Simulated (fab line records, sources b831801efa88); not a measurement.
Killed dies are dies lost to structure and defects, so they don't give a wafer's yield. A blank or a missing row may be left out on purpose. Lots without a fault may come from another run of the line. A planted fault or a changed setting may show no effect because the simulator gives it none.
fab line records | flow sky130
record lots=5 wafers=15 last_day=50
route steps=708 shown FIELD_ISO@3 PAD_OPEN@708
lots that met no fault: from a run of the same line without faults
start_h: hours from the record's first day to the start of the lot's first wafer shown | wait_h: hours since the lot's step before | " the same as in the row above | L1.1+2: a row that stands for several wafers | - no value, or no start given | * or withheld: withheld | < > ~ a bound
route shown NAME@n: a module of which the file shows steps, and the number in the route of the first | usual: mean/standard deviation of fault-free wafers | same: alike in all rows | chamber/n: place in a boat | sites: the reading at each site | _std_site: their standard deviation | _edge_site: outer sites' mean less inner sites' | radius_mm: how far each site lies from the wafer's centre | mask NAME#n: copy n | behind: the tool/chamber that last shaped the wafer | hold: why the lot was held/for how many hours/how that ended | device: the transistor (n, p or np) that didn't switch | end of line: the same wafers' tests at the end of the route | a step without rows: its recipe alone | killed: dies lost to structure and defects at the first sort, not the wafer's yield | map: a wafer's dies, x killed, . not, _ none there
set.NAME: the setting as run; set.NAME@STEP: as run at that earlier step | model.NAME: the simulator's own value behind a step, which no gauge read
lots at some steps of the route; a table a step, a row a wafer
services: from which hour (start_h, from the record's first day; less than 0 if before it) a tool's chamber was out of use, for how many hours, and why
## steps
# step SKY_FIELD_ISO_THK_MEAS_02
# recipe reads=SiO2_of_FIELD_ISO_OXIDATION_01
# usual FIELD_ISO_OXIDATION_00_THK=11.98/0.22
# columns lot.wafer tool chamber start_h wait_h FIELD_ISO_OXIDATION_00_THK[nm]
L399.2 film_metro-03 - 16.68 0.0 11.88
L399.3 " - " " 11.88
L399.6 " - " " 11.95
L402.1 film_metro-01 - 31.63 0.0 12.26
L402.2 " - " " 12.12
L402.6 " - " " 12.11
L405.3 film_metro-01 - 48.00 0.0 12.17
L405.4 " - " " 12.37
L405.6 " - " " 12.25
L420.2 film_metro-03 - 121.64 0.0 11.98
L420.5 " - " " 12.51
L420.6 " - " " 12.41
L421.3 film_metro-04 - 127.50 0.0 12.09
L421.5 " - " " 12.00
L421.6 " - " " 12.14
# step SKY_FIELD_ISO_CVD_03
# recipe material=Si3N4 precursor=DCS/NH3 target_thk_nm=165 temp_c=770 time_s=2830 pressure_mtorr=250
# step SKY_FIELD_ISO_THK_MEAS_04
# recipe reads=Si3N4_of_FIELD_ISO_CVD_03
# usual FIELD_ISO_CVD_03_THK=164.9/1.2
# columns lot.wafer tool chamber start_h wait_h FIELD_ISO_CVD_03_THK[nm]
L399.2 film_metro-04 - 21.51 0.1 165.8
L399.3 " - " " 164.6
L399.6 " - " " 164.1
L402.1 film_metro-04 - 33.48 0.0 166.3
L402.2 " - " " 165.9
L402.6 " - " " 164.9
L405.3 film_metro-04 - 49.91 0.0 163.9
L405.4 " - " " 163.9
L405.6 " - " " 162.3
L420.2 film_metro-03 - 124.38 0.0 166.7
L420.5 " - " " 164.5
L420.6 " - " " 166.2
L421.3 film_metro-04 - 131.00 0.0 166.7
L421.5 " - " " 167.5
L421.6 " - " " 166.2
# step SKY_FIELD_ISO_DEHYDRATE_05
# recipe temp_c=200 time_s=60
# step SKY_FIELD_ISO_HMDS_06
# recipe prime_time_s=60 prime_temp_c=120
# step SKY_FIELD_ISO_COAT_07
# recipe resist=BARC temp_c=withheld time_s=withheld spin_rpm=3000 resist_thk_nm=60
# step SKY_FIELD_ISO_COAT_08
# recipe resist=KrF-thick spin_rpm=3000 resist_thk_nm=450
# step SKY_FIELD_ISO_SOFTBAKE_09
# recipe temp_c=100 time_s=90 resist=KrF-thick
# step SKY_FIELD_ISO_EXPOSE_10
# recipe mask_id=FOM na=0.68 source_shape=annular sigma_inner=0.4 sigma_outer=0.8 target_cd_nm=150 dose_mj=28
# step SKY_FIELD_ISO_PEB_11
# recipe peb_temp_c=withheld peb_time_s=withheld resist=KrF-thick
# step SKY_FIELD_ISO_DEVELOP_12
# recipe develop_time_s=60 resist=KrF-thick dev_temp_c=21
# step SKY_FIELD_ISO_CD_MEAS_13
# recipe target_cd_nm=150
# usual cd_nm=150.2/1.4
# columns lot.wafer tool chamber start_h wait_h cd_nm
L399.2 cd_sem-02 - 36.54 - 149.7
L399.3 " - " " 149.2
L399.6 " - " " 147.8
L402.1 cd_sem-01 - 47.34 - 149.8
L402.2 " - " " 148.9
L402.6 " - " " 148.6
L405.3 cd_sem-01 - 64.57 - 150.5
L405.4 " - " " 149.9
L405.6 " - " " 151.5
L420.2 cd_sem-02 - 142.79 - 151.4
L420.5 " - " " 150.0
L420.6 " - " " 151.0
L421.3 cd_sem-02 - 150.52 - 151.2
L421.5 " - " " 149.9
L421.6 " - " " 151.4
# step SKY_FIELD_ISO_ETCH_14
# recipe chemistry=N2/H2 target=BARC ion_energy_ev=200 source_w=500 bias_w=100 pressure_mtorr=30 n2_flow_sccm=100 h2_flow_sccm=200 stop_on=SiO2 time_s=45.9 target_depth_a=600
# usual bias_w=100.0/0.32 drypump_motor_current_A=5.7/0.42 oes_product_au=0.854/0.0045 throttle_valve_pct=13.224/0.009
# columns lot.wafer tool chamber start_h wait_h bias_w drypump_motor_current_A oes_product_au rf_hours_counter_h throttle_valve_pct model.KrF-thick_of_FIELD_ISO_COAT_08.thk_nm
L399.2 rie_diel-03 1 36.64 0.1 100.0 5.8 0.848 172 13.216 394.3
L399.3 " 2 " " 99.4 5.1 0.856 25 13.222 393.9
L399.6 " 0 " " 100.2 5.7 0.848 - 13.235 394.3
L402.1 rie_diel-02 1 47.46 0.1 100.1 6.3 0.847 123 13.227 393.8
L402.2 " 0 " " 100.3 5.8 0.851 49 13.221 393.5
L402.6 " 2 " " 99.7 6.0 0.848 - 13.211 394.2
L405.3 rie_diel-04 1 64.65 0.1 99.9 5.5 0.850 162 13.215 392.7
L405.4 " 2 " " 99.4 5.6 0.860 75 13.229 393.4
L405.6 " 0 " " 99.9 5.6 0.853 - 13.202 395.4
L420.2 rie_diel-04 0 142.89 0.1 100.0 5.6 0.853 58 13.231 390.1
L420.5 " 0 " " 100.5 5.6 0.855 - 13.229 392.3
L420.6 " 1 " " 75.3 5.5 0.857 - 13.234 393.8
L421.3 rie_diel-02 1 150.60 0.1 100.2 6.3 0.852 125 13.232 393.7
L421.5 " 3 " " 100.0 6.1 0.851 - 13.231 393.6
L421.6 " 0 " " 100.1 5.8 0.850 - 13.215 394
# step SKY_FIELD_ISO_ETCH_15
# recipe chemistry=CHF3/O2 target_depth_nm=180 stop_on=Si source_w=600 bias_w=200 pressure_mtorr=40 chf3_flow_sccm=50 O2_flow_sccm=5 time_s=72
# usual bias_w=199.9/0.56 drypump_motor_current_A=5.7/0.41 oes_product_au=0.945/0.0064 throttle_valve_pct=8.844/0.0097
# columns lot.wafer tool chamber start_h wait_h bias_w drypump_motor_current_A oes_product_au rf_hours_counter_h throttle_valve_pct
L399.2 rie_diel-03 1 36.68 0.0 199.7 5.8 0.948 172 8.831
L399.3 " 2 " " 199.6 5.1 0.940 25 8.844
L399.6 " 0 " " 199.6 5.7 0.950 - 8.839
L402.1 rie_diel-02 1 47.51 0.0 199.3 6.3 0.952 123 8.848
L402.2 " 0 " " 199.8 5.8 0.950 49 8.851
L402.6 " 2 " " 199.2 6.0 0.948 - 8.844
L405.3 rie_diel-04 1 64.69 0.0 199.4 5.5 0.938 162 8.843
L405.4 " 2 " " 200.5 5.6 0.947 75 8.845
L405.6 " 0 " " 199.5 5.6 0.938 - 8.853
L420.2 rie_diel-04 0 142.93 0.0 201.5 5.6 0.953 58 8.855
L420.5 " 0 " " 200.5 5.6 0.942 - 8.833
L420.6 " 1 " " 200.8 5.5 0.949 - 8.851
L421.3 rie_diel-02 1 150.64 0.0 200.9 6.3 0.951 125 8.848
L421.5 " 3 " " 200.0 6.0 0.956 - 8.851
L421.6 " 0 " " 200.1 5.8 0.952 - 8.831
# step SKY_PAD_OPEN_PROBE_99
# usual killed_at_M0_to_M3=43/7.2 killed_at_M4_up=3.1/1.8 killed_at_contacts=24/5.4 killed_at_front_end=15/4.4 killed_at_other=0.4/0.56 killed_dies=86/9.3 killed_open=47/6.9 killed_short=39/6.6
# same gross_dies=492 killed_at_back_side=0
# columns lot.wafer tool chamber start_h wait_h killed_at_M0_to_M3 killed_at_M4_up killed_at_contacts killed_at_front_end killed_at_other killed_dies killed_open killed_short
L399.2 prober-01 - 1084.57 0.1 46 6 17 16 1 86 45 41
L399.3 prober-01 - 1084.62 0.2 44 5 25 14 0 88 34 54
L399.6 prober-01 - 1084.77 0.2 58 1 25 11 0 95 54 41
# killed by level:class
L399.2 VIA1:geometric_particle:open=9 VIA3:geometric_particle:open=8 CONTACT:geometric_particle:open=6 VIA2:geometric_particle:open=6 VIA1:geometric_particle:short=5 VIA3:geometric_particle:short=5 FIELD_ISO:geometric_particle:short=4 POLY_GATE:geometric_particle:open=4
L399.3 POLY_GATE:geometric_particle:short=9 CONTACT:geometric_particle:open=9 VIA1:geometric_particle:short=9 LI_CONTACT:geometric_particle:open=6 METAL3:geometric_particle:short=6 VIA1:geometric_particle:open=6 CONTACT:geometric_particle:short=5 VIA3:geometric_particle:open=5
L399.6 CONTACT:geometric_particle:open=10 VIA3:geometric_particle:open=10 VIA2:geometric_particle:open=9 METAL1:geometric_particle:short=8 VIA1:geometric_particle:open=8 LI_CONTACT:geometric_particle:open=7 VIA1:geometric_particle:short=7 VIA3:geometric_particle:short=6
## services
# columns tool chamber start_h hours kind
rie_diel-04 - 46.29 1.1 repair
rie_diel-03 3 48.74 16.0 repair
rie_diel-03 1 64.75 - clean
rie_diel-03 1 64.75 20.0 scheduled_down
rie_diel-03 1 64.75 20.0 vent_cycle
rie_diel-04 1 65.09 2.9 repair
rie_diel-04 1 90.50 11.9 repair
rie_diel-04 1 110.36 - clean
rie_diel-04 1 110.36 21.7 scheduled_down
rie_diel-04 1 110.36 21.7 vent_cycle
rie_diel-04 3 132.03 - clean
rie_diel-04 3 132.03 22.7 scheduled_down
rie_diel-04 3 132.03 22.7 vent_cycle
rie_diel-04 - 143.74 1.0 repair
rie_diel-03 2 149.71 7.3 repair
## key
first_sign step=SKY_FIELD_ISO_ETCH_14 reading=bias_w direction=down sigmas=77 usual=100.0 struck=75.3
effect none on later readings
model_effect step=SKY_FIELD_ISO_ETCH_14 value=KrF-thick_of_FIELD_ISO_COAT_08.thk_nm without=390.3 struck=393.8
met_at SKY_FIELD_ISO_ETCH_14
struck_wafers L420.6
tester_left_out L420
onset_between 64.65 142.89
fault kind=process_parameter_drift tool=rie_diel-04 chamber=1 onset_h=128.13 steps=SKY_FIELD_ISO_ETCH_14 channel=bias_w offset=-24.626 shape=step end_h=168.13 acts_in=these_recipes_only stated=100
# tester_left_out: of these lots the tester's yield and bins aren't shown, on N5 and GAA mostly nor the transistor test; their killed dies are dies lost to structure and defects alone, not to doping, threshold or leakage, so they don't give the yield
